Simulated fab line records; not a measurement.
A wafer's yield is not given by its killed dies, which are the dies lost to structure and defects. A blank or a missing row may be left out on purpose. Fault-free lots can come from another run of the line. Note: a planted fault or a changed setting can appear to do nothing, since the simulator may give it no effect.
fab line records ; flow sky130
record: lots: 24; wafers: 72; lastDay: 50
route steps=708 shown METAL2@486 VIA2@509 METAL3@536 METAL4@633 VIA4@656 METAL5@664
lots untouched by any fault: they come from a run of this same line in which no faults occurred
startH: hours from the record's first day to the start of the lot's first wafer shown ; waitH: hours since the lot's step before ; " same as the row above ; L1.1+2: one row covering several wafers at once ; - value missing, or start not given ; * or withheld: withheld ; < > ~ a bound
route shown NAME@n: names a module that has steps shown in the file, with the first one's number in the route ; usual: the fault-free wafers' mean and standard deviation ; same: alike in all rows ; chamber/n: place in a boat ; sites: per-site readings ; _std_site: standard deviation across them ; _edge_site: inner sites' mean taken away from outer sites' mean ; radiusMm: for every site, how far away it sits from the centre of the wafer ; mask NAME#n: copy n ; behind: the last tool/chamber to shape the wafer ; hold: why the lot went on hold/how many hours it stayed there/how the hold came to an end ; device: names the non-switching transistor (n, p or np) ; end of line: the route-end tests of the same wafers ; for a step that has no rows: nothing shown but its recipe ; killed: not the wafer's yield, but the dies lost to structure and defects at the first sort ; map: the dies of a wafer, with x for killed, . for not killed, _ for no die there
set.NAME: the setting as run; set.NAME@STEP: as run at that earlier step ; model.NAME: the simulator's own value behind a step, which no gauge read
one table for each step of the route and one row for each wafer, over a sample of lots
services: the hour from which a tool's chamber was out of use, counted from the record's first day as startH (under 0 if before that day), plus the number of hours and why
== steps ==
step: SKY_METAL2_SPUTTER_03
recipe: material: Ti; targetThkNm: 5; powerW: 3000; timeS: 3.3; chamberPressurePa: 0.4
usual: throttleValvePct: 30.4/0.9
lot.wafer;tool;chamber;startH;waitH;throttleValvePct
L074.2;pvdSputter-02;-;787.23;0.0;30.8
L074.4;pvdSputter-02;-;787.23;0.0;31.6
L074.5;pvdSputter-02;-;787.23;0.0;31.0
L075.1;pvdSputter-02;-;797.60;0.0;31.5
L075.2;pvdSputter-02;-;797.60;0.0;31.0
L075.3;pvdSputter-02;-;797.60;0.0;30.7
L076.1;pvdSputter-04;-;808.00;0.0;30.3
L076.5;pvdSputter-04;-;808.00;0.0;28.6
L076.6;pvdSputter-04;-;808.00;0.0;31.6
L077.1;pvdSputter-01;-;809.73;0.0;31.1
L077.2;pvdSputter-01;-;809.73;0.0;30.8
L077.5;pvdSputter-01;-;809.73;0.0;30.1
L078.3;pvdSputter-01;-;826.17;0.0;29.9
L078.5;pvdSputter-01;-;826.17;0.0;30.2
L078.6;pvdSputter-01;-;826.17;0.0;29.0
L079.1;pvdSputter-02;-;841.07;0.0;31.5
L079.3;pvdSputter-02;-;841.07;0.0;29.4
L079.4;pvdSputter-02;-;841.07;0.0;30.8
L081.2;pvdSputter-01;-;850.44;0.0;30.9
L081.4;pvdSputter-01;-;850.44;0.0;29.3
L081.5;pvdSputter-01;-;850.44;0.0;30.7
L080.2;pvdSputter-01;-;852.71;0.0;30.9
L080.3;pvdSputter-01;-;852.71;0.0;31.0
L080.4;pvdSputter-01;-;852.71;0.0;29.8
L082.1;pvdSputter-04;-;856.13;0.0;30.5
L082.2;pvdSputter-04;-;856.13;0.0;31.3
L082.4;pvdSputter-04;-;856.13;0.0;28.3
L083.2;pvdSputter-04;-;865.22;0.0;31.5
L083.4;pvdSputter-04;-;865.22;0.0;30.4
L083.6;pvdSputter-04;-;865.22;0.0;28.5
L085.2;pvdSputter-02;-;896.95;0.0;31.0
L085.3;pvdSputter-02;-;896.95;0.0;29.6
L085.6;pvdSputter-02;-;896.95;0.0;31.6
L086.1;pvdSputter-02;-;900.59;0.0;31.2
L086.3;pvdSputter-02;-;900.59;0.0;29.6
L086.5;pvdSputter-02;-;900.59;0.0;30.0
L084.4;pvdSputter-01;-;900.94;0.0;29.4
L084.5;pvdSputter-01;-;900.94;0.0;30.2
L084.6;pvdSputter-01;-;900.94;0.0;31.1
L087.1;pvdSputter-04;-;901.29;0.0;30.2
L087.2;pvdSputter-04;-;901.29;0.0;28.3
L087.4;pvdSputter-04;-;901.29;0.0;31.0
L088.2;pvdSputter-02;-;902.11;0.0;31.3
L088.3;pvdSputter-02;-;902.11;0.0;30.6
L088.5;pvdSputter-02;-;902.11;0.0;31.0
L089.1;pvdSputter-02;-;905.82;0.0;31.4
L089.3;pvdSputter-02;-;905.82;0.0;29.8
L089.6;pvdSputter-02;-;905.82;0.0;29.4
L090.1;pvdSputter-01;-;910.31;0.0;31.1
L090.2;pvdSputter-01;-;910.31;0.0;31.1
L090.5;pvdSputter-01;-;910.31;0.0;31.2
L091.2;pvdSputter-04;-;923.91;0.0;30.1
L091.4;pvdSputter-04;-;923.91;0.0;30.9
L091.5;pvdSputter-04;-;923.91;0.0;28.3
L092.3;pvdSputter-01;-;943.49;0.0;29.9
L092.4;pvdSputter-01;-;943.49;0.0;30.9
L092.5;pvdSputter-01;-;943.49;0.0;30.7
L093.1;pvdSputter-01;-;947.35;0.0;31.1
L093.4;pvdSputter-01;-;947.35;0.0;29.3
L093.5;pvdSputter-01;-;947.35;0.0;30.9
L094.3;pvdSputter-01;-;949.71;0.0;29.3
L094.4;pvdSputter-01;-;949.71;0.0;30.5
L094.6;pvdSputter-01;-;949.71;0.0;30.8
L095.1;pvdSputter-04;-;953.90;0.0;30.4
L095.2;pvdSputter-04;-;953.90;0.0;30.7
L095.3;pvdSputter-04;-;953.90;0.0;31.5
L096.2;pvdSputter-01;-;960.84;0.0;29.5
L096.3;pvdSputter-01;-;960.84;0.0;31.0
L096.4;pvdSputter-01;-;960.84;0.0;30.0
L097.2;pvdSputter-02;-;961.99;0.0;31.2
L097.5;pvdSputter-02;-;961.99;0.0;31.2
L097.6;pvdSputter-02;-;961.99;0.0;29.8
step: SKY_VIA2_CMP_02
recipe: material: SiO2; downForcePsi: 4; platenRpm: 60; padVelocityMS: 0.94248
usual: headPressurePsi: 4.000/0.0085; motorCurrentA: 12.1/1.2; slurryFilterDpKPa: 13.49/0.15
lot.wafer;tool;chamber;startH;waitH;headPressurePsi;motorCurrentA;slurryFilterDpKPa
L074.4;cmp-01;0;814.96;0.0;4.013;10.7;13.51
L074.2;cmp-01;1;814.96;0.0;4.009;11.8;13.52
L074.5;cmp-01;1;814.96;0.0;4.001;12.2;13.63
L075.1;cmp-01;1;825.47;0.1;3.987;11.8;13.64
L075.3;cmp-01;2;825.47;0.1;3.992;13.9;13.53
L075.2;cmp-01;0;825.47;0.1;4.004;11.1;13.62
L076.1;cmp-01;1;834.97;0.1;4.004;11.4;13.73
L076.6;cmp-01;1;834.97;0.1;4.002;11.8;13.43
L076.5;cmp-01;2;834.97;0.1;3.998;14.2;13.67
L077.1;cmp-02;3;836.96;0.1;3.998;14.1;13.37
L077.2;cmp-02;0;836.96;0.1;4.001;10.0;13.59
L077.5;cmp-02;2;836.96;0.1;3.985;12.5;13.68
L078.3;cmp-02;2;854.16;0.0;4.008;13.4;13.33
L078.6;cmp-02;2;854.16;0.0;3.989;13.0;13.30
L078.5;cmp-02;3;854.16;0.0;4.003;13.5;13.55
L079.4;cmp-01;2;867.97;0.0;3.996;14.2;13.44
L079.1;cmp-01;0;867.97;0.0;3.999;11.4;13.73
L079.3;cmp-01;1;867.97;0.0;4.001;11.8;13.66
L081.4;cmp-02;1;877.95;0.1;3.992;11.7;13.63
L081.2;cmp-02;3;877.95;0.1;3.999;12.8;13.56
L081.5;cmp-02;0;877.95;0.1;4.009;10.1;13.42
L080.3;cmp-01;2;880.22;0.0;3.999;13.5;13.50
L080.2;cmp-01;3;880.22;0.0;4.012;12.6;13.42
L080.4;cmp-01;1;880.22;0.0;4.003;11.2;13.55
L082.1;cmp-02;2;883.07;0.1;4.005;11.8;13.59
L082.4;cmp-02;0;883.07;0.1;4.008;10.2;13.66
L082.2;cmp-02;1;883.07;0.1;4.006;11.8;13.39
L083.2;cmp-02;1;892.55;0.0;3.988;12.1;13.39
L083.4;cmp-02;0;892.55;0.0;4.005;10.5;13.39
L083.6;cmp-02;1;892.55;0.0;3.990;11.7;13.49
L085.2;cmp-02;3;923.70;0.2;4.008;13.5;13.52
L085.3;cmp-02;1;923.70;0.2;4.003;11.8;13.56
L085.6;cmp-02;3;923.70;0.2;4.009;13.2;13.48
L086.3;cmp-01;0;926.82;0.0;4.005;10.6;13.37
L086.1;cmp-01;3;926.82;0.0;3.995;12.8;13.69
L086.5;cmp-01;1;926.82;0.0;3.999;11.9;13.64
L087.2;cmp-01;3;927.42;0.1;3.998;12.6;13.51
L087.1;cmp-01;0;927.42;0.1;3.993;11.4;13.47
L087.4;cmp-01;1;927.42;0.1;3.994;11.5;13.23
L084.4;cmp-02;3;927.47;0.2;4.009;14.0;13.82
L084.6;cmp-02;0;927.47;0.2;4.012;10.4;13.20
L084.5;cmp-02;1;927.47;0.2;3.998;11.5;13.28
L088.2;cmp-02;1;928.12;0.0;4.008;11.3;13.56
L088.3;cmp-02;0;928.12;0.0;4.004;10.2;13.38
L088.5;cmp-02;2;928.12;0.0;4.002;11.8;13.69
L089.3;cmp-02;2;931.51;0.0;3.999;12.2;13.64
L089.1;cmp-02;1;931.51;0.0;4.001;11.5;13.43
L089.6;cmp-02;3;931.51;0.0;3.997;13.0;13.26
L090.2;cmp-02;0;935.91;0.1;4.008;10.3;13.30
L090.1;cmp-02;2;935.91;0.1;3.996;12.1;13.67
L090.5;cmp-02;3;935.91;0.1;3.984;13.6;13.35
L091.2;cmp-02;1;949.13;0.1;4.011;12.0;13.24
L091.4;cmp-02;2;949.13;0.1;3.995;12.2;13.49
L091.5;cmp-02;1;949.13;0.1;4.010;11.7;13.75
L092.3;cmp-02;3;969.12;0.0;4.005;12.9;13.52
L092.4;cmp-02;0;969.12;0.0;4.008;10.2;13.56
L092.5;cmp-02;3;969.12;0.0;3.996;13.0;13.56
L093.4;cmp-02;2;972.54;0.1;4.006;12.0;13.77
L093.1;cmp-02;3;972.54;0.1;4.007;13.4;13.46
L093.5;cmp-02;2;972.54;0.1;3.984;12.0;13.12
L094.4;cmp-02;2;974.85;0.0;3.984;12.1;13.57
L094.3;cmp-02;3;974.85;0.0;4.001;13.8;13.52
L094.6;cmp-02;2;974.85;0.0;4.001;12.3;13.57
L095.2;cmp-02;2;979.78;0.0;4.011;11.7;13.26
L095.3;cmp-02;3;979.78;0.0;3.998;13.3;13.50
L095.1;cmp-02;1;979.78;0.0;4.007;12.5;13.43
L096.3;cmp-02;1;985.37;0.0;3.983;12.2;13.71
L096.2;cmp-02;2;985.37;0.0;3.999;12.0;13.66
L096.4;cmp-02;3;985.37;0.0;4.012;13.2;13.42
L097.2;cmp-01;2;987.18;0.1;3.991;13.4;13.53
L097.6;cmp-01;0;987.18;0.1;4.005;10.9;13.51
L097.5;cmp-01;1;987.18;0.1;4.004;11.6;13.30
step: SKY_METAL3_SPUTTER_04
recipe: material: TiN; targetThkNm: 70; powerW: 6500; timeS: 58.3; chamberPressurePa: 0.4
usual: throttleValvePct: 30.3/0.69
lot.wafer;tool;chamber;startH;waitH;throttleValvePct
L074.2;pvdSputter-01;-;843.21;0.0;29.2
L074.4;pvdSputter-01;-;843.21;0.0;30.6
L074.5;pvdSputter-01;-;843.21;0.0;30.8
L075.1;pvdSputter-01;-;854.89;0.0;31.3
L075.2;pvdSputter-01;-;854.89;0.0;30.0
L075.3;pvdSputter-01;-;854.89;0.0;31.1
L076.1;pvdSputter-03;-;862.48;0.0;30.4
L076.5;pvdSputter-03;-;862.48;0.0;29.4
L076.6;pvdSputter-03;-;862.48;0.0;30.9
L077.1;pvdSputter-03;-;865.17;0.0;30.4
L077.2;pvdSputter-03;-;865.17;0.0;30.9
L077.5;pvdSputter-03;-;865.17;0.0;30.3
L078.3;pvdSputter-01;-;882.02;0.0;30.9
L078.5;pvdSputter-01;-;882.02;0.0;29.2
L078.6;pvdSputter-01;-;882.02;0.0;30.9
L079.1;pvdSputter-02;-;896.03;0.0;30.9
L079.3;pvdSputter-02;-;896.03;0.0;29.5
L079.4;pvdSputter-02;-;896.03;0.0;30.9
L081.2;pvdSputter-01;-;905.48;0.0;31.1
L081.4;pvdSputter-01;-;905.48;0.0;29.2
L081.5;pvdSputter-01;-;905.48;0.0;31.0
L080.2;pvdSputter-01;-;907.25;0.0;29.1
L080.3;pvdSputter-01;-;907.25;0.0;31.1
L080.4;pvdSputter-01;-;907.25;0.0;30.1
L082.1;pvdSputter-02;-;909.84;0.0;29.7
L082.2;pvdSputter-02;-;909.84;0.0;30.6
L082.4;pvdSputter-02;-;909.84;0.0;29.8
L083.2;pvdSputter-03;-;919.59;0.0;30.9
L083.4;pvdSputter-03;-;919.59;0.0;30.5
L083.6;pvdSputter-03;-;919.59;0.0;30.0
L085.2;pvdSputter-03;-;950.30;0.0;29.1
L085.3;pvdSputter-03;-;950.30;0.0;30.3
L085.6;pvdSputter-03;-;950.30;0.0;30.5
L086.1;pvdSputter-03;-;953.17;0.0;31.2
L086.3;pvdSputter-03;-;953.17;0.0;30.6
L086.5;pvdSputter-03;-;953.17;0.0;30.1
L084.4;pvdSputter-02;-;953.80;0.0;31.4
L084.5;pvdSputter-02;-;953.80;0.0;30.9
L084.6;pvdSputter-02;-;953.80;0.0;30.8
L087.1;pvdSputter-02;-;954.53;0.0;30.9
L087.2;pvdSputter-02;-;954.53;0.0;30.7
L087.4;pvdSputter-02;-;954.53;0.0;31.2
L088.2;pvdSputter-01;-;954.98;0.0;30.0
L088.3;pvdSputter-01;-;954.98;0.0;30.9
L088.5;pvdSputter-01;-;954.98;0.0;30.7
L089.1;pvdSputter-02;-;959.00;0.0;31.4
L089.3;pvdSputter-02;-;959.00;0.0;29.5
L089.6;pvdSputter-02;-;959.00;0.0;30.7
L090.1;pvdSputter-01;-;962.22;0.0;30.0
L090.2;pvdSputter-01;-;962.22;0.0;30.9
L090.5;pvdSputter-01;-;962.22;0.0;30.0
L091.2;pvdSputter-03;-;974.97;0.0;29.4
L091.4;pvdSputter-03;-;974.97;0.0;30.5
L091.5;pvdSputter-03;-;974.97;0.0;30.9
L092.3;pvdSputter-02;-;994.33;0.0;31.5
L092.4;pvdSputter-02;-;994.33;0.0;30.7
L092.5;pvdSputter-02;-;994.33;0.0;30.6
L093.1;pvdSputter-03;-;997.23;0.0;29.3
L093.4;pvdSputter-03;-;997.23;0.0;31.1
L093.5;pvdSputter-03;-;997.23;0.0;30.3
L094.3;pvdSputter-03;-;1000.21;0.0;29.1
L094.4;pvdSputter-03;-;1000.21;0.0;30.8
L094.6;pvdSputter-03;-;1000.21;0.0;30.4
L095.1;pvdSputter-03;-;1005.70;0.0;30.8
L095.2;pvdSputter-03;-;1005.70;0.0;30.4
L095.3;pvdSputter-03;-;1005.70;0.0;29.0
L096.2;pvdSputter-02;-;1011.68;0.0;30.6
L096.3;pvdSputter-02;-;1011.68;0.0;31.1
L096.4;pvdSputter-02;-;1011.68;0.0;29.9
L097.2;pvdSputter-02;-;1012.06;0.0;29.5
L097.5;pvdSputter-02;-;1012.06;0.0;30.7
L097.6;pvdSputter-02;-;1012.06;0.0;30.7
step: SKY_METAL4_ETCH_17
recipe: target: SiO2; stopOn: TiN; chemistry: C4F8/O2/Ar; sourceW: 1500; biasW: 1200; pressureMtorr: 40; c4f8FlowSccm: withheld; O2_flow_sccm: 6; Ar_flow_sccm: 300; timeS: 3.9; targetDepthA: 150
usual: oesProductAu: 0.755/0.0067
lot.wafer;tool;chamber;startH;waitH;oesProductAu;rfHoursCounterH
L074.2;rieDiel-01;0;973.85;0.1;0.745;26
L074.4;rieDiel-01;0;973.85;0.1;0.760;-
L074.5;rieDiel-01;0;973.85;0.1;0.759;-
L075.1;rieDiel-01;0;984.54;0.1;0.749;27
L075.2;rieDiel-01;2;984.54;0.1;0.746;5
L075.3;rieDiel-01;1;984.54;0.1;0.749;11
L076.1;rieDiel-04;0;990.10;0.1;0.751;19
L076.5;rieDiel-04;0;990.10;0.1;0.765;-
L076.6;rieDiel-04;1;990.10;0.1;0.764;-
L077.1;rieDiel-04;3;993.30;0.1;0.751;18
L077.2;rieDiel-04;0;993.30;0.1;0.749;19
L077.5;rieDiel-04;1;993.30;0.1;0.762;-
L078.3;rieDiel-01;2;1007.44;0.0;0.760;5
L078.5;rieDiel-01;3;1007.44;0.0;0.766;-
L078.6;rieDiel-01;1;1007.44;0.0;0.769;-
L079.1;rieDiel-02;1;1019.89;0.1;0.746;18
L079.3;rieDiel-02;3;1019.89;0.1;0.760;11
L079.4;rieDiel-02;3;1019.89;0.1;0.753;-
L081.2;rieDiel-02;0;1028.24;0.1;0.747;22
L081.4;rieDiel-02;2;1028.24;0.1;0.764;3
L081.5;rieDiel-02;3;1028.24;0.1;0.744;-
L080.2;rieDiel-02;2;1031.20;0.1;0.753;3
L080.3;rieDiel-02;3;1031.20;0.1;0.748;11
L080.4;rieDiel-02;1;1031.20;0.1;0.759;19
L082.1;rieDiel-01;1;1034.35;0.1;0.753;13
L082.2;rieDiel-01;3;1034.35;0.1;0.760;9
L082.4;rieDiel-01;2;1034.35;0.1;0.765;7
L083.2;rieDiel-04;1;1043.95;0.1;0.753;12
L083.4;rieDiel-04;2;1043.95;0.1;0.749;-
L083.6;rieDiel-04;1;1043.95;0.1;0.769;-
L085.2;rieDiel-02;2;1069.44;0.1;0.758;4
L085.3;rieDiel-02;1;1069.44;0.1;0.758;20
L085.6;rieDiel-02;1;1069.44;0.1;0.767;-
L086.1;rieDiel-02;2;1072.34;0.1;0.759;4
L086.3;rieDiel-02;3;1072.34;0.1;0.748;12
L086.5;rieDiel-02;1;1072.34;0.1;0.758;-
L084.4;rieDiel-04;1;1072.85;0.0;0.764;-
L084.5;rieDiel-04;3;1072.85;0.0;0.755;-
L084.6;rieDiel-04;2;1072.85;0.0;0.755;-
L087.1;rieDiel-02;3;1073.54;0.1;0.755;12
L087.2;rieDiel-02;0;1073.54;0.1;0.751;24
L087.4;rieDiel-02;2;1073.54;0.1;0.768;4
L088.2;rieDiel-02;0;1074.29;0.1;0.747;24
L088.3;rieDiel-02;1;1074.29;0.1;0.751;20
L088.5;rieDiel-02;0;1074.29;0.1;0.746;-
L089.1;rieDiel-02;0;1075.95;0.1;0.751;24
L089.3;rieDiel-02;2;1075.95;0.1;0.749;4
L089.6;rieDiel-02;1;1075.95;0.1;0.758;-
L090.1;rieDiel-02;0;1080.60;0.1;0.753;24
L090.2;rieDiel-02;3;1080.60;0.1;0.743;12
L090.5;rieDiel-02;0;1080.60;0.1;0.757;-
L091.2;rieDiel-01;1;1096.09;0.1;0.754;15
L091.4;rieDiel-01;3;1096.09;0.1;0.755;11
L091.5;rieDiel-01;1;1096.09;0.1;0.758;-
L092.3;rieDiel-02;1;1107.02;0.1;0.749;21
L092.4;rieDiel-02;0;1107.02;0.1;0.759;0
L092.5;rieDiel-02;3;1107.02;0.1;0.757;-
L093.1;rieDiel-02;3;1109.68;0.2;0.750;13
L093.4;rieDiel-02;0;1109.68;0.2;0.766;0
L093.5;rieDiel-02;3;1109.68;0.2;0.768;-
L094.3;rieDiel-02;3;1111.77;0.1;0.753;14
L094.4;rieDiel-02;1;1111.77;0.1;0.753;21
L094.6;rieDiel-02;3;1111.77;0.1;0.763;-
L095.1;rieDiel-01;2;1116.39;0.1;0.751;9
L095.2;rieDiel-01;0;1116.39;0.1;0.748;3
L095.3;rieDiel-01;1;1116.39;0.1;0.745;15
L096.2;rieDiel-04;3;1122.49;0.1;0.762;24
L096.3;rieDiel-04;1;1122.49;0.1;0.760;16
L096.4;rieDiel-04;2;1122.49;0.1;0.757;-
L097.2;rieDiel-01;0;1123.25;0.1;0.755;3
L097.5;rieDiel-01;2;1123.25;0.1;0.750;-
L097.6;rieDiel-01;3;1123.25;0.1;0.755;-
step: SKY_VIA4_SPUTTER_17
recipe: material: TiN; targetThkNm: 20; chamberPressurePa: 5; powerW: 4000; timeS: 80
usual: throttleValvePct: 30.3/0.91
lot.wafer;tool;chamber;startH;waitH;throttleValvePct
L074.2;pvdSputter-01;-;999.25;0.0;30.9
L074.4;pvdSputter-01;-;999.25;0.0;31.2
L074.5;pvdSputter-01;-;999.25;0.0;29.3
L075.1;pvdSputter-03;-;1010.35;0.0;30.4
L075.2;pvdSputter-03;-;1010.35;0.0;30.4
L075.3;pvdSputter-03;-;1010.35;0.0;29.9
L076.1;pvdSputter-04;-;1014.86;0.0;30.4
L076.5;pvdSputter-04;-;1014.86;0.0;31.1
L076.6;pvdSputter-04;-;1014.86;0.0;31.3
L077.1;pvdSputter-04;-;1018.21;0.0;31.3
L077.2;pvdSputter-04;-;1018.21;0.0;31.0
L077.5;pvdSputter-04;-;1018.21;0.0;31.4
L078.3;pvdSputter-04;-;1032.65;0.0;30.1
L078.5;pvdSputter-04;-;1032.65;0.0;31.4
L078.6;pvdSputter-04;-;1032.65;0.0;31.1
L079.1;pvdSputter-04;-;1044.76;0.0;30.3
L079.3;pvdSputter-04;-;1044.76;0.0;28.3
L079.4;pvdSputter-04;-;1044.76;0.0;30.8
L081.2;pvdSputter-03;-;1052.60;0.0;31.0
L081.4;pvdSputter-03;-;1052.60;0.0;30.6
L081.5;pvdSputter-03;-;1052.60;0.0;30.8
L080.2;pvdSputter-03;-;1054.51;0.0;30.1
L080.3;pvdSputter-03;-;1054.51;0.0;30.3
L080.4;pvdSputter-03;-;1054.51;0.0;30.9
L082.1;pvdSputter-04;-;1058.41;0.0;28.2
L082.2;pvdSputter-04;-;1058.41;0.0;30.8
L082.4;pvdSputter-04;-;1058.41;0.0;30.2
L083.2;pvdSputter-04;-;1078.28;0.0;30.7
L083.4;pvdSputter-04;-;1078.28;0.0;30.3
L083.6;pvdSputter-04;-;1078.28;0.0;31.8
L085.2;pvdSputter-03;-;1092.40;0.0;30.1
L085.3;pvdSputter-03;-;1092.40;0.0;29.0
L085.6;pvdSputter-03;-;1092.40;0.0;29.9
L086.1;pvdSputter-01;-;1094.88;0.0;29.3
L086.3;pvdSputter-01;-;1094.88;0.0;30.9
L086.5;pvdSputter-01;-;1094.88;0.0;30.8
L084.4;pvdSputter-03;-;1095.85;0.0;30.4
L084.5;pvdSputter-03;-;1095.85;0.0;30.1
L084.6;pvdSputter-03;-;1095.85;0.0;29.3
L087.1;pvdSputter-03;-;1096.99;0.0;29.9
L087.2;pvdSputter-03;-;1096.99;0.0;30.4
L087.4;pvdSputter-03;-;1096.99;0.0;29.2
L088.2;pvdSputter-01;-;1097.04;0.0;30.9
L088.3;pvdSputter-01;-;1097.04;0.0;30.0
L088.5;pvdSputter-01;-;1097.04;0.0;29.5
L089.1;pvdSputter-04;-;1099.25;0.0;30.2
L089.3;pvdSputter-04;-;1099.25;0.0;31.5
L089.6;pvdSputter-04;-;1099.25;0.0;30.8
L090.1;pvdSputter-03;-;1103.03;0.0;29.2
L090.2;pvdSputter-03;-;1103.03;0.0;31.1
L090.5;pvdSputter-03;-;1103.03;0.0;28.8
L091.2;pvdSputter-04;-;1118.57;0.0;28.3
L091.4;pvdSputter-04;-;1118.57;0.0;31.3
L091.5;pvdSputter-04;-;1118.57;0.0;31.6
L092.3;pvdSputter-04;-;1128.47;0.0;30.8
L092.4;pvdSputter-04;-;1128.47;0.0;31.3
L092.5;pvdSputter-04;-;1128.47;0.0;31.3
L093.1;pvdSputter-01;-;1132.09;0.0;29.1
L093.4;pvdSputter-01;-;1132.09;0.0;31.2
L093.5;pvdSputter-01;-;1132.09;0.0;30.0
L094.3;pvdSputter-03;-;1133.51;0.0;29.1
L094.4;pvdSputter-03;-;1133.51;0.0;30.9
L094.6;pvdSputter-03;-;1133.51;0.0;29.1
L095.1;pvdSputter-04;-;1137.76;0.0;30.7
L095.2;pvdSputter-04;-;1137.76;0.0;30.2
L095.3;pvdSputter-04;-;1137.76;0.0;28.4
L096.2;pvdSputter-04;-;1144.33;0.0;28.3
L096.3;pvdSputter-04;-;1144.33;0.0;30.9
L096.4;pvdSputter-04;-;1144.33;0.0;30.4
L097.2;pvdSputter-03;-;1144.54;0.0;30.8
L097.5;pvdSputter-03;-;1144.54;0.0;30.3
L097.6;pvdSputter-03;-;1144.54;0.0;29.0
step: SKY_METAL5_SPUTTER_03
recipe: material: Ti; targetThkNm: 5; powerW: 3000; timeS: 3.3; chamberPressurePa: 0.4
usual: throttleValvePct: 30.4/0.86
lot.wafer;tool;chamber;startH;waitH;throttleValvePct
L074.2;pvdSputter-04;-;1000.04;0.0;31.4
L074.4;pvdSputter-04;-;1000.04;0.0;30.3
L074.5;pvdSputter-04;-;1000.04;0.0;30.6
L075.1;pvdSputter-04;-;1011.29;0.0;28.3
L075.2;pvdSputter-04;-;1011.29;0.0;31.3
L075.3;pvdSputter-04;-;1011.29;0.0;30.3
L076.1;pvdSputter-01;-;1015.94;0.0;31.2
L076.5;pvdSputter-01;-;1015.94;0.0;30.0
L076.6;pvdSputter-01;-;1015.94;0.0;31.0
L077.1;pvdSputter-01;-;1019.13;0.0;30.2
L077.2;pvdSputter-01;-;1019.13;0.0;29.1
L077.5;pvdSputter-01;-;1019.13;0.0;31.2
L078.3;pvdSputter-01;-;1033.46;0.0;31.2
L078.5;pvdSputter-01;-;1033.46;0.0;30.9
L078.6;pvdSputter-01;-;1033.46;0.0;30.0
L079.1;pvdSputter-04;-;1045.55;0.0;31.4
L079.3;pvdSputter-04;-;1045.55;0.0;31.2
L079.4;pvdSputter-04;-;1045.55;0.0;28.3
L081.2;pvdSputter-02;-;1053.39;0.0;30.9
L081.4;pvdSputter-02;-;1053.39;0.0;30.7
L081.5;pvdSputter-02;-;1053.39;0.0;30.8
L080.2;pvdSputter-02;-;1055.32;0.0;29.6
L080.3;pvdSputter-02;-;1055.32;0.0;30.7
L080.4;pvdSputter-02;-;1055.32;0.0;31.0
L082.1;pvdSputter-02;-;1059.20;0.0;29.7
L082.2;pvdSputter-02;-;1059.20;0.0;30.5
L082.4;pvdSputter-02;-;1059.20;0.0;29.7
L083.2;pvdSputter-02;-;1079.07;0.0;30.7
L083.4;pvdSputter-02;-;1079.07;0.0;31.5
L083.6;pvdSputter-02;-;1079.07;0.0;29.5
L085.2;pvdSputter-01;-;1093.19;0.0;29.0
L085.3;pvdSputter-01;-;1093.19;0.0;30.9
L085.6;pvdSputter-01;-;1093.19;0.0;29.8
L086.1;pvdSputter-01;-;1095.67;0.0;30.8
L086.3;pvdSputter-01;-;1095.67;0.0;31.0
L086.5;pvdSputter-01;-;1095.67;0.0;29.2
L084.4;pvdSputter-04;-;1096.65;0.0;28.4
L084.5;pvdSputter-04;-;1096.65;0.0;31.4
L084.6;pvdSputter-04;-;1096.65;0.0;30.9
L087.1;pvdSputter-01;-;1097.78;0.0;31.0
L087.2;pvdSputter-01;-;1097.78;0.0;30.1
L087.4;pvdSputter-01;-;1097.78;0.0;29.1
L088.2;pvdSputter-02;-;1097.83;0.0;30.8
L088.3;pvdSputter-02;-;1097.83;0.0;30.8
L088.5;pvdSputter-02;-;1097.83;0.0;31.4
L089.1;pvdSputter-02;-;1100.64;0.0;29.6
L089.3;pvdSputter-02;-;1100.64;0.0;30.9
L089.6;pvdSputter-02;-;1100.64;0.0;31.5
L090.1;pvdSputter-04;-;1103.94;0.0;28.2
L090.2;pvdSputter-04;-;1103.94;0.0;30.7
L090.5;pvdSputter-04;-;1103.94;0.0;31.0
L091.2;pvdSputter-02;-;1119.40;0.0;30.9
L091.4;pvdSputter-02;-;1119.40;0.0;31.0
L091.5;pvdSputter-02;-;1119.40;0.0;30.9
L092.3;pvdSputter-01;-;1129.26;0.0;29.1
L092.4;pvdSputter-01;-;1129.26;0.0;29.3
L092.5;pvdSputter-01;-;1129.26;0.0;31.2
L093.1;pvdSputter-04;-;1133.03;0.0;31.4
L093.4;pvdSputter-04;-;1133.03;0.0;30.6
L093.5;pvdSputter-04;-;1133.03;0.0;31.6
L094.3;pvdSputter-01;-;1134.30;0.0;29.1
L094.4;pvdSputter-01;-;1134.30;0.0;29.6
L094.6;pvdSputter-01;-;1134.30;0.0;29.2
L095.1;pvdSputter-02;-;1138.55;0.0;30.9
L095.2;pvdSputter-02;-;1138.55;0.0;31.5
L095.3;pvdSputter-02;-;1138.55;0.0;31.0
L096.2;pvdSputter-02;-;1145.13;0.0;29.9
L096.3;pvdSputter-02;-;1145.13;0.0;30.8
L096.4;pvdSputter-02;-;1145.13;0.0;30.7
L097.2;pvdSputter-01;-;1145.35;0.0;31.0
L097.5;pvdSputter-01;-;1145.35;0.0;31.3
L097.6;pvdSputter-01;-;1145.35;0.0;29.3
== services ==
tool;chamber;startH;hours;kind
rieDiel-02;-;765.74;0.1;repair
cmp-02;-;766.55;1.9;repair
rieDiel-02;-;772.53;2.8;pm
cmp-02;-;806.96;1.1;repair
pvdSputter-04;-;839.25;4.5;repair
pvdSputter-02;-;848.07;10.6;repair
pvdSputter-03;-;875.78;9.2;repair
pvdSputter-01;-;883.18;0.5;repair
cmp-02;-;902.09;2.6;repair
pvdSputter-03;-;906.00;1.7;repair
cmp-02;-;912.00;4.0;pm
pvdSputter-02;-;919.41;1.2;repair
pvdSputter-03;-;926.15;2.6;repair
pvdSputter-01;-;943.94;2.7;repair
pvdSputter-03;-;975.28;2.0;repair
pvdSputter-01;-;978.24;5.9;repair
cmp-02;-;1015.25;3.9;pm
pvdSputter-01;-;1053.19;4.2;repair
pvdSputter-03;-;1056.00;2.7;repair
pvdSputter-03;-;1070.50;10.9;repair
pvdSputter-03;-;1075.30;4.4;repair
cmp-02;-;1115.26;3.8;repair
cmp-02;-;1131.32;11.3;pm
pvdSputter-01;-;1138.86;4.1;repair
== key ==
fault none
